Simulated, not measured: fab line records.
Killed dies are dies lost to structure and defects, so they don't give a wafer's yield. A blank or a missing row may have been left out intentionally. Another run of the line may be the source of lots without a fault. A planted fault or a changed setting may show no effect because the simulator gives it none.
What tool caused it?    flow gf180mcu    14 lots with 42 wafers sampled at 3 steps, on a route of 602 steps

== WHAT THE GAUGES READ, wafer by wafer ==
GF_DUAL_GATE_OVL_MEAS_11.
lot   measured      on          DUAL_GATE_OVL (nm)
L589  day 8 07:28   overlay-01  -0.9 1.2 -0.8
L591  day 8 21:07   overlay-01  0.8 1.5 2.2
L594  day 9 18:04   overlay-02  2.3 0.3 2.7
L596  day 10 07:22  overlay-02  0.6 -1.2 -1.6
L598  day 10 21:34  overlay-02  2.5 0.4 2.3
L599  day 11 01:31  overlay-01  1.5 0.7 1.4
L602  day 12 07:52  overlay-02  3.2 3.7 1.2
L603  day 12 19:28  overlay-02  1.8 2.0 1.3
L606  day 13 06:43  overlay-01  0.3 0.9 2.1
L607  day 13 17:34  overlay-01  1.7 0.3 2.9
L609  day 14 07:19  overlay-01  3.2 2.4 4.3
L610  day 14 09:16  overlay-02  0.4 0.2 -0.4
L611  day 14 14:24  overlay-01  3.6 2.8 3.6
L612  day 14 23:57  overlay-02  1.0 3.3 2.0

GF_POLY_GATE_THK_MEAS_17.
lot   measured      on            POLY_GATE_OXIDATION_THK (nm)
L589  day 9 05:55   filmMetro-02  4.08 4.08 4.01
L591  day 9 18:44   filmMetro-02  3.96 3.92 4.06
L594  day 10 16:46  filmMetro-02  4.07 4.16 4.04
L596  day 11 06:41  filmMetro-03  4.08 4.07 4.09
L598  day 11 21:05  filmMetro-03  3.98 3.90 3.91
L599  day 12 04:20  filmMetro-03  3.89 4.01 4.00
L602  day 13 10:47  filmMetro-02  3.99 4.11 4.08
L603  day 13 20:28  filmMetro-04  4.19 4.16 4.12
L606  day 14 08:44  filmMetro-04  3.91 3.94 3.92
L607  day 14 20:38  filmMetro-04  4.02 4.05 4.07
L609  day 15 10:14  filmMetro-03  3.75 3.78 3.84
L610  day 15 12:59  filmMetro-02  3.96 3.98 4.02
L611  day 15 17:20  filmMetro-03  3.96 3.95 3.96
L612  day 16 03:31  filmMetro-02  4.03 3.97 3.98

== TOOL THAT RAN EACH LOT (tool first, then ch and the chambers of the sampled wafers, then the start) ==
lot   GF_DUAL_GATE_STRIP_13
L589  plasmaAsher-04 ch 0,1, day 8 07:34
L591  plasmaAsher-01 ch 0,1, day 8 21:14
L594  plasmaAsher-04 ch 0,1, day 9 18:16
L596  plasmaAsher-01 ch 0,1, day 10 07:29
L598  plasmaAsher-02 ch 0,1, day 10 21:41
L599  plasmaAsher-01 ch 0,1, day 11 01:39
L602  plasmaAsher-01 ch 0,1, day 12 07:59
L603  plasmaAsher-02 ch 0,1, day 12 19:34
L606  plasmaAsher-02 ch 0,1, day 13 06:49
L607  plasmaAsher-01 ch 0,1, day 13 17:40
L609  plasmaAsher-04 ch 0, day 14 07:25
L610  plasmaAsher-01 ch 0,1, day 14 09:23
L611  plasmaAsher-01 ch 0,1, day 14 14:31
L612  plasmaAsher-01 ch 0,1, day 15 00:04
- GF_DUAL_GATE_STRIP_13: strips in O2/N2.

== AS READ BY THE TOOLS THEMSELVES (means over the sampled wafers that have a number; for cases with no such wafer, the mark the record gives instead) ==
GF_DUAL_GATE_STRIP_13.
lot   tool            drypumpMotorCurrentA (A)  heaterPowerW (W)  oesProductAu (a.u.)  stripTimeToEndpointS (s)
L589  plasmaAsher-04  5.9                       308               0.714                12.67
L591  plasmaAsher-01  5.6                       340               0.717                12.60
L594  plasmaAsher-04  6.3                       304               0.716                12.61
L596  plasmaAsher-01  5.6                       345               0.709                12.58
L598  plasmaAsher-02  5.7                       289               0.713                12.63
L599  plasmaAsher-01  5.4                       348               0.716                12.58
L602  plasmaAsher-01  5.4                       342               0.719                12.61
L603  plasmaAsher-02  5.8                       286               0.715                12.61
L606  plasmaAsher-02  5.8                       289               0.718                12.70
L607  plasmaAsher-01  5.6                       346               0.710                12.66
L609  plasmaAsher-04  6.7                       307               0.716                12.60
L610  plasmaAsher-01  5.4                       347               0.715                12.55
L611  plasmaAsher-01  5.4                       340               0.712                12.61
L612  plasmaAsher-01  5.4                       349               0.712                12.62

== THE ANSWER, worked out from the rows above alone ==
Rule: the lots themselves supply what counts as usual. The widest of any qualifying gaps counts: lots, ordered by their means at a reading, are off when they make up no more than a third of the lots, leave a main group of 4 or more, and stand apart from it by 3 or more times the standard deviation of that group's means. Not used: any main group whose means are identical at the precision the tables above print for the reading. A lot without any number at a reading at which 4 lots or more have one is off too. All remaining lots with rows at the step are treated as sound. First the gauges in route order, then the tools' own readings, where a lot's mean is used as printed above. At the first step where some lot is off, the reading lying furthest off is the one used; lots without a number count as furthest.
None of the lots is off at any reading shown; this tells nothing.

== WHAT HAD BEEN PUT IN BY THE SIMULATOR ==
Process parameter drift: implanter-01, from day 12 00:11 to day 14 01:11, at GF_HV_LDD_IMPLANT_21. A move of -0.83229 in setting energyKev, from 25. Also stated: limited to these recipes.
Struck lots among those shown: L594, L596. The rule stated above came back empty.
